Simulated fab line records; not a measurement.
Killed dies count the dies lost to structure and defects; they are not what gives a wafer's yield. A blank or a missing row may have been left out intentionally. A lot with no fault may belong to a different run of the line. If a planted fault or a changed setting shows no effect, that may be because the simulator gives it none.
2 desks, one fault | flow sky130 | only its own numbers are on each desk; what lay behind them is given at the end

== AT THE TOOL OWNER'S DESK: cmp-01 ==
The tool's own readings at SKY_VIA2_CMP_02 (polishes SiO2): means of the sampled wafers that have a number, for each lot that ran on this tool. A lot is out of limits, marked OUT, if its mean lies more than 4 standard deviations from the usual mean; the brackets give that distance.
Columns: A = motorCurrentA at SKY_VIA2_CMP_02, usual 12.5 A; B = platenRpm at SKY_VIA2_CMP_02, usual 60.00 rpm; C = slurryFlowMlMin at SKY_VIA2_CMP_02, usual 150.0
lot  | first seen here | A    | B                       | C
L975 | day 35 00:44    | 13.1 | 60.00                   | 150.0
L976 | day 35 09:18    | 13.5 | 60.00                   | 150.3
L984 | day 38 04:58    | 13.4 | 58.00 (-51) OUT         | 150.3
L985 | day 38 10:13    | 12.9 | 56.00 (-99 or more) OUT | 150.0
L986 | day 38 22:16    | 13.3 | 56.03 (-99 or more) OUT | 149.8
L996 | day 41 16:14    | 12.7 | 60.03                   | 150.3
L997 | day 42 00:51    | 13.3 | 59.99                   | 150.5
L998 | day 42 04:25    | 13.3 | 60.00                   | 149.9
This desk's finding: out of limits on L984, L985, L986; first on L984, day 38 04:58 (platenRpm at SKY_VIA2_CMP_02). Within limits: L975, L976, L996, L997, L998.

== AT THE METROLOGY DESK ==
Lot by lot, what the gauges showed, no matter which tool ran the lot: averages of those sampled wafers that carry a number. A lot is out of limits, marked OUT, if its mean lies more than 4 standard deviations from the usual mean; the brackets give that distance.
Columns: A = cdNm at SKY_METAL1_CD_MEAS_15, usual 139.8 nm; B = METAL1_OVL at SKY_METAL1_OVL_MEAS_16, usual 1 nm; C = VIA2_OVL at SKY_VIA2_OVL_MEAS_13, usual -2 nm
lot  | first seen here | A     | B  | C
L975 | day 32 13:59    | 138.5 | -2 | 1
L976 | day 32 23:44    | 140.8 | -2 | -0
L977 | day 33 10:49    | 140.5 | 1  | 6
L978 | day 33 19:23    | 138.3 | 11 | 0
L984 | day 35 20:25    | 138.8 | -1 | -3
L985 | day 36 02:38    | 140.0 | 6  | -2
L986 | day 36 14:38    | 141.8 | -7 | -10
L987 | day 36 20:06    | 140.8 | -4 | 1
L991 | day 37 21:38    | 140.2 | 6  | -6
L995 | day 39 03:05    | 138.5 | -3 | 4
L996 | day 39 11:54    | 140.6 | 8  | 3
L997 | day 39 19:42    | 137.3 | 5  | -2
L998 | day 40 00:28    | 140.1 | 1  | -3
Finding of this desk: none of the 13 lots has anything out of limits.

== BROUGHT TOGETHER ==
On L984, L985, L986, at day 38 04:58, an alarm was possible from the tool owner's desk.
From the metrology desk's view, nothing was out of limits.
The metrology desk has L984, L985, L986 on record, within its limits.
All the named lots went through SKY_VIA2_CMP_02 on cmp-01.

== WHAT THE SIMULATOR HAD PUT IN ==
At SKY_VIA2_CMP_02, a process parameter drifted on cmp-01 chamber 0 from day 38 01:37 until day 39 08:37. Setting platenRpm shifted by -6 from 60. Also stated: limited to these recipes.
Struck lots among those shown: L984, L985, L986.
Time in hours from fault onset to the first out-of-limits reading at each desk: the tool owner's desk, 3.
